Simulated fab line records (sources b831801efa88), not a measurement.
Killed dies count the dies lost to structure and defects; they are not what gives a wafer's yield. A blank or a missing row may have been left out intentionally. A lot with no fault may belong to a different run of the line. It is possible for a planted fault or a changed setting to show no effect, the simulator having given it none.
Comparing a struck lot with a sound one	flow sky130	17 out of 708 route steps
Sound: wafers L377.2, L377.3, L377.6. The struck wafers were L386.2, L386.3, L386.5. Last of all comes the cause.
Per side, at each step with rows, come the tool, then ch with its chambers, and then its first start. Under that, the readings that differ: sound wafers	struck wafers	difference of the means	sigmas: that difference in standard deviations of wafers without a fault.
alike: readings with means less than 2 such deviations apart, plus words and numbers identical on both sides. not compared: withheld readings, readings lacking a value on some wafer, bounds such as >300 that could conceal the same value, and numbers that have no deviation in the record and whose values overlap.
The two part at a step that has a row with sigmas, a row that says differs or no value, or rows on one side only. Non-overlapping numbers with no deviation appear without sigmas and do not part them. A reading that every wafer of one side lacks parts them only if that side has two wafers or more.

SKY_VIA3_CMP_02: polishes SiO2.
  sound on cmp-02 ch 1,2,3, day 39 00:13; struck on cmp-02 ch 0,2, day 41 21:48
  alike: motor-current-A
SKY_VIA3_BOW_MEAS_03:
  sound on film-metro-01, day 39 00:26; struck on film-metro-01, day 41 22:04
  alike: VIA3_BOW
then, 8 steps without rows for these wafers: SKY_VIA3_DEHYDRATE_04 (time 60 s); SKY_VIA3_HMDS_05 (prime time 60 s); SKY_VIA3_COAT_06 (resist thk 60 nm); SKY_VIA3_COAT_07 (resist thk 450 nm); SKY_VIA3_SOFTBAKE_08 (time 90 s); SKY_VIA3_EXPOSE_09 (exposes mask VIM3, target cd 200 nm); SKY_VIA3_PEB_10; SKY_VIA3_DEVELOP_11 (develop time 60 s).
SKY_VIA3_CD_MEAS_12 targets a cd of 200 nm.
  sound on cd-sem-02, day 40 01:17; struck on cd-sem-02, day 42 22:04
reading	sound	struck	difference	sigmas
cd-nm (nm)	202.4 203.7 202.5	199.0 200.9 199.6	-3.0	-2
SKY_VIA3_OVL_MEAS_13:
  sound on overlay-02, day 40 01:23; struck on overlay-01, day 42 22:10
reading	sound	struck	difference	sigmas
VIA3_OVL (nm)	-10 6 -4	12 15 9	+15	+2
SKY_VIA3_ETCH_14: etches BARC in N2/H2, stops on SiO2, time 45.9 s, target depth 60 nm.
  sound on rie-diel-03 ch 0,1,2, day 40 01:25; struck on rie-diel-03 ch 2,3, day 42 22:12
reading	sound	struck	difference	sigmas
model.KrF-thick_of_VIA3_COAT_07.thk-nm (nm)	391.4 390.1 391.4	399.6 398.7 398.8	+8.1	
  alike: drypump-motor-current-A, oes-product-au, throttle-valve-pct
  not compared: rf-hours-counter-h
SKY_VIA3_ETCH_15: etches SiO2 in C4F8/O2/Ar, stops on TiN, target depth 507 nm, time 78 s.
  sound on rie-diel-03 ch 0,1,2, day 40 01:28; struck on rie-diel-03 ch 2,3, day 42 22:14
reading	sound	struck	difference	sigmas
model.KrF-thick_of_VIA3_COAT_07.thk-nm (nm)	291.5 289.1 290.3	299.1 296.4 298.7	+7.8	
  alike: oes-product-au
  not compared: rf-hours-counter-h
SKY_VIA3_STRIP_16: strips in O2/N2.
  sound on plasma-asher-03 ch 0,1, day 40 01:31; struck on plasma-asher-01 ch 0,1, day 42 22:18
reading	sound	struck	difference	sigmas
strip-time-to-endpoint-s (s)	4.118 4.086 4.127	4.188 4.191 4.196	+0.081	+4
  alike: drypump-motor-current-A, oes-product-au
  not compared: rf-hours-counter-h
then, 1 step without rows for these wafers: SKY_VIA3_STRIP_17 (strips in post etch residue remover, time 1200 s).
-- the record jumps here: 6 days lie between the struck wafers' starts before and after (it left off in module VIA3 and takes up again in module PAD_OPEN, whose first step shown is number 708 of the route) --
SKY_PAD_OPEN_PROBE_99:
  sound on prober-02, day 46 02:25; struck on prober-01, day 48 12:53
reading	sound	struck	difference	sigmas
killed-open	51 57 60	42 46 39	-14	-2
sort_bin_5_function (%)	11.6 13.2 14.8	10.0 9.6 10.6	-3.1	-2
  alike: defect-limited-yield, killed_at_M0_to_M3, killed_at_M4_up, killed-at-contacts, killed-at-front-end, killed-at-other, killed-dies, killed-short, sort_bin_3_pad_short, sort_bin_6_memory, sort-n-pass, sort-yield-pct

== WHERE THEY PART ==
At SKY_VIA3_CD_MEAS_12 first; at SKY_PAD_OPEN_PROBE_99 last (within this record only).

WHY: what the simulator had put in
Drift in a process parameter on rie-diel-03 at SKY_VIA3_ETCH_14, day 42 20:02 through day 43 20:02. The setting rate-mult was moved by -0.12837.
